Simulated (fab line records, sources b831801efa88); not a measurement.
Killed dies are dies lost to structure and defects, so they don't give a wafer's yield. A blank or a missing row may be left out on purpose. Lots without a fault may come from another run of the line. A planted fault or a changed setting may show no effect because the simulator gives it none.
Chamber matching | flow sky130 | SKY_VIA3_HDPCVD_00 on hdpcvd-01: 3 sister chambers
The step deposits SiO2, target thk 1635 nm, time 272.5 s. 17 wafers are shown with their chamber, then 8 later ones without.

WAFERS WITH THEIR CHAMBER
wafer  | chamber | run_length_s (s)
L702.1 | 1       | 300.0
L702.4 | 0       | 300.3
L702.6 | 2       | 300.7
L703.1 | 0       | 299.3
L703.2 | 1       | 300.8
L703.6 | 1       | 300.7
L706.3 | 1       | 300.1
L706.5 | 1       | 300.0
L706.6 | 0       | 299.6
L705.3 | 1       | 299.9
L705.4 | 2       | 300.5
L705.5 | 1       | 300.3
L708.3 | 2       | 300.2
L722.2 | 0       | 299.5
L722.3 | 2       | 300.6
L722.4 | 2       | 300.6
L723.4 | 2       | 300.5

SIGNATURES (means of the wafers above)
reading      | chamber 0 | chamber 1 | chamber 2 | scatter within a chamber
run_length_s | 299.675   | 300.257   | 300.517   | 0.327
Rule: a wafer's distance from a chamber is the root of the sum, over the readings, of the square of ((its reading less the chamber's mean) divided by the reading's scatter). The wafer belongs to the nearest chamber; if the next one is less than 2 further off, it can't be placed. The scatter: the root of (the sum of the squares of (reading less its chamber's mean) over the shown wafers, divided by (wafers less chambers)).

WAFERS WITHOUT THEIR CHAMBER
wafer  | run_length_s (s)
L723.5 | 300.2
L723.6 | 300.2
L724.1 | 300.0
L724.3 | 300.4
L724.5 | 300.0
L725.1 | 300.7
L725.2 | 300.2
L725.5 | 300.5

WHICH CHAMBER EACH WENT THROUGH
wafer  | from the rows above          | in truth
L723.5 | can't be placed: 1 or 2 or 0 | 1
L723.6 | can't be placed: 1 or 2 or 0 | 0
L724.1 | can't be placed: 1 or 0 or 2 | 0
L724.3 | can't be placed: 2 or 1 or 0 | 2
L724.5 | can't be placed: 1 or 0 or 2 | 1
L725.1 | can't be placed: 2 or 1      | 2
L725.2 | can't be placed: 1 or 2 or 0 | 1
L725.5 | can't be placed: 2 or 1      | 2
Placed correctly: 0 of 8. Can't be placed from these rows: 8 (the true chamber is among the candidates in 8). Placed wrongly: 0.
